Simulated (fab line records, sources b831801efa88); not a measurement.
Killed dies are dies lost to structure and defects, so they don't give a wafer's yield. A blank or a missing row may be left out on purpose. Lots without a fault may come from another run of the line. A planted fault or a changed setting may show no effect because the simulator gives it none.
Which tool did it? | flow gf180mcu | 14 lots, 42 wafers sampled, at 4 steps of a route of 602

WHAT THE GAUGES READ, wafer by wafer
GF_CONTACT_THK_MEAS_01.
lot  | measured     | on            | CONTACT_CVD_00_THK (nm)
L451 | day 15 15:19 | film_metro-01 | 298 304 300
L452 | day 15 20:11 | film_metro-04 | 298 299 297
L454 | day 16 19:36 | film_metro-02 | 299 300 296
L457 | day 18 03:10 | film_metro-04 | 308 302 296
L458 | day 18 02:20 | film_metro-02 | 302 299 300
L459 | day 18 09:43 | film_metro-02 | 298 296 303
L460 | day 18 14:19 | film_metro-02 | 299 303 296
L461 | day 19 14:09 | film_metro-01 | 300 298 294
L465 | day 20 17:01 | film_metro-01 | 298 308 305
L468 | day 21 16:26 | film_metro-01 | 300 297 292
L471 | day 22 13:55 | film_metro-01 | 299 292 303
L472 | day 22 20:50 | film_metro-04 | 297 306 301
L473 | day 23 03:58 | film_metro-04 | 301 303 300
L474 | day 23 07:43 | film_metro-02 | 301 300 302

GF_CONTACT_BOW_MEAS_05.
lot  | measured     | on            | CONTACT_BOW (um)
L451 | day 15 15:49 | film_metro-04 | 68 57 70
L452 | day 15 20:41 | film_metro-02 | 49 70 60
L454 | day 16 20:05 | film_metro-04 | 66 68 79
L457 | day 18 03:40 | film_metro-04 | 68 67 69
L458 | day 18 02:50 | film_metro-01 | 74 73 67
L459 | day 18 10:12 | film_metro-02 | 54 48 60
L460 | day 18 14:49 | film_metro-02 | 73 60 60
L461 | day 19 14:38 | film_metro-04 | 65 61 78
L465 | day 20 17:30 | film_metro-04 | 59 69 64
L468 | day 21 16:56 | film_metro-01 | 59 69 51
L471 | day 22 14:25 | film_metro-02 | 73 58 58
L472 | day 22 21:21 | film_metro-04 | 62 57 69
L473 | day 23 04:27 | film_metro-04 | 63 69 77
L474 | day 23 08:12 | film_metro-04 | 59 59 66

WHICH TOOL RAN EACH LOT (tool, then ch and the chambers of the sampled wafers, then the start)
lot  | GF_MVSD_SOFTBAKE_03              | GF_SALICIDE_RTA_06
L451 | litho_track-04 ch 0, day 4 07:22 | rtp_anneal-01 ch 0, day 15 14:59
L452 | litho_track-01 ch 0, day 4 12:44 | rtp_anneal-01 ch 0, day 15 19:51
L454 | litho_track-01 ch 0, day 5 01:32 | rtp_anneal-01 ch 0, day 16 19:16
L457 | litho_track-01 ch 0, day 5 17:29 | rtp_anneal-01 ch 0, day 18 02:50
L458 | litho_track-01 ch 0, day 5 22:23 | rtp_anneal-01 ch 0, day 18 01:59
L459 | litho_track-03 ch 0, day 6 02:02 | rtp_anneal-02 ch 0, day 18 09:22
L460 | litho_track-03 ch 0, day 6 06:59 | rtp_anneal-02 ch 0, day 18 13:59
L461 | litho_track-03 ch 0, day 6 15:41 | rtp_anneal-01 ch 0, day 19 13:49
L465 | litho_track-01 ch 0, day 7 13:59 | rtp_anneal-02 ch 0, day 20 16:40
L468 | litho_track-01 ch 0, day 8 07:31 | rtp_anneal-02 ch 0, day 21 16:07
L471 | litho_track-04 ch 0, day 8 22:47 | rtp_anneal-02 ch 0, day 22 13:35
L472 | litho_track-03 ch 0, day 9 03:59 | rtp_anneal-01 ch 0, day 22 20:31
L473 | litho_track-03 ch 0, day 9 10:05 | rtp_anneal-01 ch 0, day 23 03:38
L474 | litho_track-03 ch 0, day 9 15:14 | rtp_anneal-01 ch 0, day 23 07:22
- GF_MVSD_SOFTBAKE_03
- GF_SALICIDE_RTA_06: time 30 s.

WHAT THE TOOLS THEMSELVES READ (means of the sampled wafers that have a number; where no wafer has one, the mark that the record gives instead)
GF_MVSD_SOFTBAKE_03.
lot  | tool           | heater_power_total_W (W) | plate_temp_C (C)
L451 | litho_track-04 | 65.16                    | 110.09
L452 | litho_track-01 | 65.28                    | 110.15
L454 | litho_track-01 | 65.18                    | 110.06
L457 | litho_track-01 | 65.29                    | 110.09
L458 | litho_track-01 | 65.22                    | 109.84
L459 | litho_track-03 | 65.34                    | 109.92
L460 | litho_track-03 | 65.14                    | 109.90
L461 | litho_track-03 | 65.44                    | 109.92
L465 | litho_track-01 | 66.63                    | 111.49
L468 | litho_track-01 | 66.51                    | 111.65
L471 | litho_track-04 | 65.34                    | 109.98
L472 | litho_track-03 | 65.29                    | 110.09
L473 | litho_track-03 | 65.32                    | 109.98
L474 | litho_track-03 | 65.30                    | 110.12

GF_SALICIDE_RTA_06.
lot  | tool          | lamp_power_pct (%) | wafer_temp_C_max
L451 | rtp_anneal-01 | 5.8                | 532.1
L452 | rtp_anneal-01 | 5.8                | 531.5
L454 | rtp_anneal-01 | 5.8                | 531.9
L457 | rtp_anneal-01 | 5.8                | 531.9
L458 | rtp_anneal-01 | 5.8                | 531.7
L459 | rtp_anneal-02 | 6.4                | 531.6
L460 | rtp_anneal-02 | 6.4                | 531.1
L461 | rtp_anneal-01 | 5.8                | 531.8
L465 | rtp_anneal-02 | 6.4                | 532.1
L468 | rtp_anneal-02 | 6.4                | 531.5
L471 | rtp_anneal-02 | 6.4                | 531.9
L472 | rtp_anneal-01 | 5.8                | 531.7
L473 | rtp_anneal-01 | 5.8                | 531.7
L474 | rtp_anneal-01 | 5.8                | 531.9

THE ANSWER, worked out from the rows above alone
Rule: what is usual is taken from the lots themselves. Put in order of their means at a reading, lots are off if they are a third of the lots or fewer, leave a main group of 4 or more, and stand apart from it by a gap of 3 or more times the standard deviation of the main group's means; of several such gaps the widest counts. A main group whose means are all the same, to the digits that the tables above print for the reading, isn't used. A lot without any number at a reading at which 4 lots or more have one is off too. The other lots that the step has rows for count as sound. The gauges are gone through in route order, then the tools' own readings, and for those a lot's mean is taken as printed above. The first step at which some lot is off is used, and at that step the reading that is off furthest; a lot without a number counts as furthest.
Off: L465, L468, at GF_MVSD_SOFTBAKE_03 (plate_temp_C). The main group: mean 110.01 C, standard deviation 0.097.
A tool fits if, at that step or a process step before it, it ran every lot that is off, and no sound lot after the first of them. One fits: litho_track-01 at GF_MVSD_SOFTBAKE_03. Its last sound lot is L458 (day 5 22:23), its first lot that is off L465 (day 7 13:59): a fault that began between those two fits.
The tool's own readings at GF_MVSD_SOFTBAKE_03 bear it out: on the lots that are off they differ by more than 5 times the standard deviation of the sound lots' means. heater_power_total_W reads 66.57 W there against 65.28 W on the sound lots; plate_temp_C reads 111.57 C there against 110.01 C on the sound lots.

WHAT THE SIMULATOR HAD PUT IN
Process parameter drift: litho_track-01, from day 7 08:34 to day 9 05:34, at GF_MVSD_SOFTBAKE_03. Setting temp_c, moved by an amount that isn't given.
Lots struck among those shown: L465, L468. The rule above found the same.
